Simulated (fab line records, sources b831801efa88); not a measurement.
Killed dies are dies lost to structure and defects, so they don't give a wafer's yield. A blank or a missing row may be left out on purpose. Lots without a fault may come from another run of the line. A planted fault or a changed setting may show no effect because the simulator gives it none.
Which tool did it? | flow gf180mcu | 12 lots, 36 wafers sampled, at 5 steps of a route of 602

WHAT THE GAUGES READ, wafer by wafer
GF_V1_THK_MEAS_03.
lot  | measured     | on            | V1_CVD_02_THK (nm)
L695 | day 16 20:09 | film_metro-02 | 845 868 869
L696 | day 17 07:55 | film_metro-02 | 836 845 854
L699 | day 18 09:22 | film_metro-03 | 851 851 857
L700 | day 18 17:02 | film_metro-03 | 834 869 868
L701 | day 19 12:05 | film_metro-04 | 594 601 599
L702 | day 20 03:07 | film_metro-02 | 609 603 615
L711 | day 23 03:07 | film_metro-03 | 836 846 854
L712 | day 23 16:20 | film_metro-03 | 844 855 871
L714 | day 23 23:32 | film_metro-03 | 828 846 852
L715 | day 24 04:34 | film_metro-02 | 848 847 848
L716 | day 24 13:37 | film_metro-03 | 862 852 865
L718 | day 25 05:33 | film_metro-02 | 837 857 857

GF_V2_RS_MEAS_24: measures by four-point-probe.
lot  | measured     | on            | V2_W_RS (ohm/sq)
L695 | day 19 21:59 | film_metro-03 | 0.316 0.331 0.332
L696 | day 20 11:10 | film_metro-04 | 0.325 0.331 0.325
L699 | day 21 13:21 | film_metro-01 | 0.322 0.325 0.332
L700 | day 21 20:22 | film_metro-01 | 0.324 0.329 0.323
L701 | day 22 15:18 | film_metro-03 | 0.327 0.334 0.329
L702 | day 23 06:29 | film_metro-04 | 0.323 0.323 0.335
L711 | day 26 01:18 | film_metro-03 | 0.328 0.324 0.326
L712 | day 26 12:54 | film_metro-04 | 0.319 0.326 0.328
L714 | day 26 21:37 | film_metro-03 | 0.333 0.326 0.326
L715 | day 27 01:04 | film_metro-01 | 0.330 0.326 0.327
L716 | day 27 07:47 | film_metro-03 | 0.337 0.332 0.328
L718 | day 28 00:41 | film_metro-01 | 0.323 0.328 0.337

WHICH TOOL RAN EACH LOT (tool, then ch and the chambers of the sampled wafers, then the start)
lot  | GF_V1_CVD_02                    | GF_V1_ETCH_17                                 | GF_V2_SPUTTER_22
L695 | pecvd-03 ch 0,1,2, day 16 20:05 | rie_diel-03 ch 0,1,3, day 19 21:50 or earlier | pvd_sputter-02, day 19 21:50
L696 | pecvd-01 ch 0,1,2, day 17 07:50 | rie_diel-01 ch 0,1,2, day 20 11:01 or earlier | pvd_sputter-04, day 20 11:01
L699 | pecvd-04 ch 0,1,2, day 18 09:17 | rie_diel-03 ch 1,2,3, day 21 13:11 or earlier | pvd_sputter-04, day 21 13:11
L700 | pecvd-04 ch 0,1,2, day 18 16:56 | rie_diel-04 ch 1,2,3, day 21 20:10 or earlier | pvd_sputter-03, day 21 20:10
L701 | pecvd-04 ch 0,2, day 19 12:01   | rie_diel-03 ch 0,3, day 22 15:09 or earlier   | pvd_sputter-02, day 22 15:09
L702 | pecvd-04 ch 0,2, day 20 02:59   | rie_diel-03 ch 0,2, day 23 06:19 or earlier   | pvd_sputter-02, day 23 06:19
L711 | pecvd-01 ch 1,2, day 23 03:02   | rie_diel-01 ch 1,2, day 26 01:09 or earlier   | pvd_sputter-02, day 26 01:09
L712 | pecvd-03 ch 0,1, day 23 16:17   | rie_diel-01 ch 0,1,2, day 26 12:45 or earlier | pvd_sputter-02, day 26 12:45
L714 | pecvd-04 ch 0,2, day 23 23:28   | rie_diel-01 ch 1,2, day 26 21:28 or earlier   | pvd_sputter-03, day 26 21:28
L715 | pecvd-03 ch 0,2, day 24 04:30   | rie_diel-03 ch 0,3, day 27 00:55 or earlier   | pvd_sputter-02, day 27 00:55
L716 | pecvd-03 ch 1,2, day 24 13:32   | rie_diel-03 ch 2,3, day 27 07:37 or earlier   | pvd_sputter-02, day 27 07:37
L718 | pecvd-03 ch 0,1, day 25 05:28   | rie_diel-03 ch 1,2,3, day 28 00:31 or earlier | pvd_sputter-04, day 28 00:31
- GF_V1_CVD_02: deposits SiO2 from TEOS, target thk 850 nm, time 94.851 s.
- GF_V1_ETCH_17: etches SiO2 in C4F8/O2/Ar, stops on TiN, target depth 630 nm.
- GF_V2_SPUTTER_22: material TiN, target thk 10 nm, time 40 s.

WHAT THE TOOLS THEMSELVES READ (means of the sampled wafers that have a number; where no wafer has one, the mark that the record gives instead)
GF_V1_CVD_02.
lot  | tool     | heater_power_w (W) | rf_fwd_power_W (W) | run_length_s (s)
L695 | pecvd-03 | 655                | 595.3              | 122.8
L696 | pecvd-01 | 612                | 598.1              | 122.5
L699 | pecvd-04 | 488                | 599.1              | 123.1
L700 | pecvd-04 | 549                | 596.1              | 123.4
L701 | pecvd-04 | 487                | -                  | 96.9
L702 | pecvd-04 | 579                | -                  | 96.7
L711 | pecvd-01 | 613                | 595.7              | 122.7
L712 | pecvd-03 | 614                | 596.8              | 122.8
L714 | pecvd-04 | 543                | 599.6              | 123.6
L715 | pecvd-03 | 642                | 597.7              | 123.0
L716 | pecvd-03 | 693                | 594.6              | 122.6
L718 | pecvd-03 | 588                | 595.0              | 122.6

GF_V1_ETCH_17.
lot  | tool        | oes_product_au (a.u.) | rf_fwd_power_W (W)
L695 | rie_diel-03 | 0.857                 | 1492
L696 | rie_diel-01 | 0.855                 | 1493
L699 | rie_diel-03 | 0.858                 | 1491
L700 | rie_diel-04 | 0.856                 | 1494
L701 | rie_diel-03 | 0.831                 | 1494
L702 | rie_diel-03 | 0.837                 | 1495
L711 | rie_diel-01 | 0.854                 | 1499
L712 | rie_diel-01 | 0.852                 | 1494
L714 | rie_diel-01 | 0.858                 | 1490
L715 | rie_diel-03 | 0.856                 | 1499
L716 | rie_diel-03 | 0.856                 | 1494
L718 | rie_diel-03 | 0.859                 | 1490

GF_V2_SPUTTER_22.
lot  | tool           | throttle_valve_pct (%)
L695 | pvd_sputter-02 | 29.3
L696 | pvd_sputter-04 | 30.9
L699 | pvd_sputter-04 | 30.9
L700 | pvd_sputter-03 | 29.9
L701 | pvd_sputter-02 | 29.5
L702 | pvd_sputter-02 | 29.3
L711 | pvd_sputter-02 | 29.4
L712 | pvd_sputter-02 | 29.6
L714 | pvd_sputter-03 | 30.5
L715 | pvd_sputter-02 | 29.5
L716 | pvd_sputter-02 | 29.4
L718 | pvd_sputter-04 | 30.9

THE ANSWER, worked out from the rows above alone
Rule: what is usual is taken from the lots themselves. Put in order of their means at a reading, lots are off if they are a third of the lots or fewer, leave a main group of 4 or more, and stand apart from it by a gap of 3 or more times the standard deviation of the main group's means; of several such gaps the widest counts. A main group whose means are all the same, to the digits that the tables above print for the reading, isn't used. A lot without any number at a reading at which 4 lots or more have one is off too. The other lots that the step has rows for count as sound. The gauges are gone through in route order, then the tools' own readings, and for those a lot's mean is taken as printed above. The first step at which some lot is off is used, and at that step the reading that is off furthest; a lot without a number counts as furthest.
Off: L701, L702, at GF_V1_THK_MEAS_03 (V1_CVD_02_THK). The main group: mean 852 nm, standard deviation 6.3.
A tool fits if, at a process step before that reading, it ran every lot that is off, and no sound lot after the first of them. The gauges at GF_V1_THK_MEAS_03 aren't tried: what is off there is off at GF_V1_CVD_02 too, on other tools, and a gauge's error can't cause that. None of those tried fits.

WHAT THE SIMULATOR HAD PUT IN
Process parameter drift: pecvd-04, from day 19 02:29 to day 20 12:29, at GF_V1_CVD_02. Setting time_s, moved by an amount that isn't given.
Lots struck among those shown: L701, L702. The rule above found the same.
